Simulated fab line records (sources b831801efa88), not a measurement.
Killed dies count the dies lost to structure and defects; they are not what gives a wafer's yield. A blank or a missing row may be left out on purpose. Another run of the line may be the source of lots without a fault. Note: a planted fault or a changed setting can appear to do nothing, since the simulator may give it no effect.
Which tool is to blame? / flow sky130 / 10 lots, 30 wafers sampled, at 4 steps of a route of 708

## WHAT EACH GAUGE READ, for each wafer
SKY_CAP2M_RS_MEAS_03: a four-point-probe measurement.
lot=L515; measured=day 40 13:52; on=film_metro-04; CAP2M_TIN_RS (ohm/sq)=6.80 6.78 6.81
lot=L516; measured=day 41 02:26; on=film_metro-03; CAP2M_TIN_RS (ohm/sq)=6.92 6.81 6.90
lot=L517; measured=day 41 10:13; on=film_metro-04; CAP2M_TIN_RS (ohm/sq)=6.81 6.80 6.81
lot=L519; measured=day 41 22:31; on=film_metro-03; CAP2M_TIN_RS (ohm/sq)=6.93 6.91 6.87
lot=L522; measured=day 42 19:07; on=film_metro-03; CAP2M_TIN_RS (ohm/sq)=6.96 6.95 6.89
lot=L525; measured=day 43 13:56; on=film_metro-04; CAP2M_TIN_RS (ohm/sq)=6.82 6.78 6.85
lot=L526; measured=day 43 19:06; on=film_metro-01; CAP2M_TIN_RS (ohm/sq)=6.77 6.80 6.83
lot=L531; measured=day 45 04:22; on=film_metro-04; CAP2M_TIN_RS (ohm/sq)=8.59 8.58 8.55
lot=L533; measured=day 45 08:48; on=film_metro-04; CAP2M_TIN_RS (ohm/sq)=8.60 8.65 8.67
lot=L534; measured=day 45 22:56; on=film_metro-04; CAP2M_TIN_RS (ohm/sq)=8.70 8.69 8.68

## EACH LOT AND THE TOOL THAT RAN IT (in order: tool; ch and the chambers of the sampled wafers; start)
lot=L515; SKY_METAL3_DESCUM_15=rie_metal-04 ch 0,1, day 39 10:28; SKY_VIA3_STRIP_16=plasma_asher-01 ch 0,1, day 40 12:16; SKY_CAP2M_SPUTTER_02=pvd_sputter-02, day 40 13:46
lot=L516; SKY_METAL3_DESCUM_15=rie_metal-04 ch 0,1, day 39 23:22; SKY_VIA3_STRIP_16=plasma_asher-03 ch 0,1, day 41 00:49; SKY_CAP2M_SPUTTER_02=pvd_sputter-02, day 41 02:19
lot=L517; SKY_METAL3_DESCUM_15=rie_metal-03 ch 0,1, day 40 06:10; SKY_VIA3_STRIP_16=plasma_asher-03 ch 0,1, day 41 08:37; SKY_CAP2M_SPUTTER_02=pvd_sputter-02, day 41 10:07
lot=L519; SKY_METAL3_DESCUM_15=rie_metal-01 ch 0,1, day 40 18:10; SKY_VIA3_STRIP_16=plasma_asher-02 ch 0, day 41 20:40; SKY_CAP2M_SPUTTER_02=pvd_sputter-02, day 41 22:25
lot=L522; SKY_METAL3_DESCUM_15=rie_metal-01 ch 0,1, day 41 15:25; SKY_VIA3_STRIP_16=plasma_asher-01 ch 0,1, day 42 17:31; SKY_CAP2M_SPUTTER_02=pvd_sputter-02, day 42 19:00
lot=L525; SKY_METAL3_DESCUM_15=rie_metal-03 ch 0,1, day 42 11:17; SKY_VIA3_STRIP_16=plasma_asher-02 ch 0,1, day 43 12:19; SKY_CAP2M_SPUTTER_02=pvd_sputter-01, day 43 13:49
lot=L526; SKY_METAL3_DESCUM_15=rie_metal-01 ch 0,1, day 42 16:07; SKY_VIA3_STRIP_16=plasma_asher-03 ch 0,1, day 43 17:28; SKY_CAP2M_SPUTTER_02=pvd_sputter-01, day 43 18:58
lot=L531; SKY_METAL3_DESCUM_15=rie_metal-04 ch 0,1, day 44 03:11; SKY_VIA3_STRIP_16=plasma_asher-02 ch 0, day 45 02:25; SKY_CAP2M_SPUTTER_02=pvd_sputter-01, day 45 04:15
lot=L533; SKY_METAL3_DESCUM_15=rie_metal-04 ch 0,1, day 44 06:53; SKY_VIA3_STRIP_16=plasma_asher-03 ch 0,1, day 45 07:07; SKY_CAP2M_SPUTTER_02=pvd_sputter-01, day 45 08:40
lot=L534; SKY_METAL3_DESCUM_15=rie_metal-04 ch 0,1, day 44 22:06; SKY_VIA3_STRIP_16=plasma_asher-03 ch 0,1, day 45 21:12; SKY_CAP2M_SPUTTER_02=pvd_sputter-01, day 45 22:46
- SKY_METAL3_DESCUM_15: chemistry O2, time 8 s.
- SKY_VIA3_STRIP_16: strips in O2/N2.
- SKY_CAP2M_SPUTTER_02: material TiN, target thk 200 nm, time 166.7 s.

## THE ANSWER, worked out from the rows above alone
Rule: what is usual is taken from the lots themselves. Put in order of their means at a reading, lots are off if they are a third of the lots or fewer, leave a main group of 4 or more, and stand apart from it by a gap of 3 or more times the standard deviation of the main group's means; of several such gaps the widest counts. Not used: any main group whose means are identical at the precision the tables above print for the reading. Also off: a lot with no number at a reading for which 4 or more lots have one. Where the step has rows for the other lots, those lots are counted as sound.
Off: at SKY_CAP2M_RS_MEAS_03 (CAP2M_TIN_RS), L531, L533, L534. Mean 6.85 ohm/sq and standard deviation 0.052 in the main group.
A tool fits if, at a process step before that reading, it ran every lot that is off, and no sound lot after the first of them. Gauges at SKY_CAP2M_RS_MEAS_03: tried the same way as those tools. Can't be told from this: 3 tools fit, rie_metal-04 at SKY_METAL3_DESCUM_15, pvd_sputter-01 at SKY_CAP2M_SPUTTER_02, film_metro-04 at SKY_CAP2M_RS_MEAS_03.

## WHAT WAS PUT IN BY THE SIMULATOR
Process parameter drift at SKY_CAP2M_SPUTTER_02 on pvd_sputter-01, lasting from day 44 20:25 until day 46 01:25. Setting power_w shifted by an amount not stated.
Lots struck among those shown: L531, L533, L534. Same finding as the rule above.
